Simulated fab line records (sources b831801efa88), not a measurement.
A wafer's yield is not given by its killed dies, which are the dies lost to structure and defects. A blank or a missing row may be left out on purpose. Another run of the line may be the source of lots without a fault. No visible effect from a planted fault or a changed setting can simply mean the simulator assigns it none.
What tool caused it?	flow sky130	11 lots, 33 wafers sampled, at 3 steps of a route of 708

== WHAT EACH GAUGE READ, for each wafer ==
SKY_CONTACT_THK_MEAS_26: measures by xrf.
lot	measured	on	CONTACT_W_THK (nm)
L168	day 31 07:38	film metro-01	341 344 336
L169	day 31 19:25	film metro-01	338 331 335
L171	day 32 06:23	film metro-03	336 335 336
L173	day 34 09:53	film metro-04	337 336 339
L176	day 34 15:14	film metro-03	344 342 340
L178	day 34 18:41	film metro-01	339 335 340
L179	day 35 18:04	film metro-01	331 336 336
L186	day 37 23:00	film metro-03	332 336 336
L187	day 38 11:14	film metro-03	338 338 347
L189	day 39 00:24	film metro-01	343 350 345
L191	day 39 20:33	film metro-03	349 347 350

SKY_METAL1_THK_MEAS_06: measures by xrf.
lot	measured	on	METAL1_ALCU_THK (nm)
L168	day 31 08:16	film metro-01	246.7 245.3 245.0
L169	day 31 20:02	film metro-03	244.5 248.8 248.5
L171	day 32 07:28	film metro-01	249.8 248.3 246.8
L173	day 34 10:31	film metro-01	247.3 249.8 247.9
L176	day 34 15:51	film metro-01	246.2 247.2 245.6
L178	day 34 19:18	film metro-01	250.3 248.0 248.6
L179	day 35 18:41	film metro-02	246.7 248.8 249.3
L186	day 37 23:38	film metro-03	248.8 252.0 250.2
L187	day 38 11:52	film metro-03	247.2 246.7 243.6
L189	day 39 01:01	film metro-02	242.2 245.8 244.7
L191	day 39 21:10	film metro-01	247.5 248.4 246.5

== WHICH TOOL RAN EACH LOT (tool, then ch and the chambers of the sampled wafers, then the start) ==
lot	SKY_CONTACT_SPUTTER_23
L168	pvd sputter-03, day 31 07:20
L169	pvd sputter-03, day 31 19:07
L171	pvd sputter-03, day 32 06:05
L173	pvd sputter-03, day 34 09:35
L176	pvd sputter-04, day 34 14:55
L178	pvd sputter-04, day 34 18:23
L179	pvd sputter-04, day 35 17:47
L186	pvd sputter-03, day 37 22:41
L187	pvd sputter-02, day 38 10:56
L189	pvd sputter-02, day 39 00:05
L191	pvd sputter-02, day 39 20:16
- SKY_CONTACT_SPUTTER_23: material TiN, target thk 20 nm, time 80 s.

== AS READ BY THE TOOLS THEMSELVES (means over the sampled wafers that have a number; for cases with no such wafer, the mark the record gives instead) ==
SKY_CONTACT_SPUTTER_23.
lot	tool	throttle valve pct (%)
L168	pvd sputter-03	29.7
L169	pvd sputter-03	29.3
L171	pvd sputter-03	29.1
L173	pvd sputter-03	29.8
L176	pvd sputter-04	29.1
L178	pvd sputter-04	29.6
L179	pvd sputter-04	29.1
L186	pvd sputter-03	30.0
L187	pvd sputter-02	29.2
L189	pvd sputter-02	29.3
L191	pvd sputter-02	29.3

== THE ANSWER, worked out from the rows above alone ==
Rule: what is usual is taken from the lots themselves. Put in order of their means at a reading, lots are off if they are a third of the lots or fewer, leave a main group of 4 or more, and stand apart from it by a gap of 3 or more times the standard deviation of the main group's means; of several such gaps the widest counts. A main group whose means are all the same, to the digits that the tables above print for the reading, isn't used. Also off: a lot with no number at a reading for which 4 or more lots have one. The other lots that the step has rows for count as sound. The gauges are gone through in route order, then the tools' own readings, and for those a lot's mean is taken as printed above. At the first step where some lot is off, the reading lying furthest off is the one used; lots without a number count as furthest.
None of the lots is off at any reading shown; this tells nothing.

== WHAT WAS PUT IN BY THE SIMULATOR ==
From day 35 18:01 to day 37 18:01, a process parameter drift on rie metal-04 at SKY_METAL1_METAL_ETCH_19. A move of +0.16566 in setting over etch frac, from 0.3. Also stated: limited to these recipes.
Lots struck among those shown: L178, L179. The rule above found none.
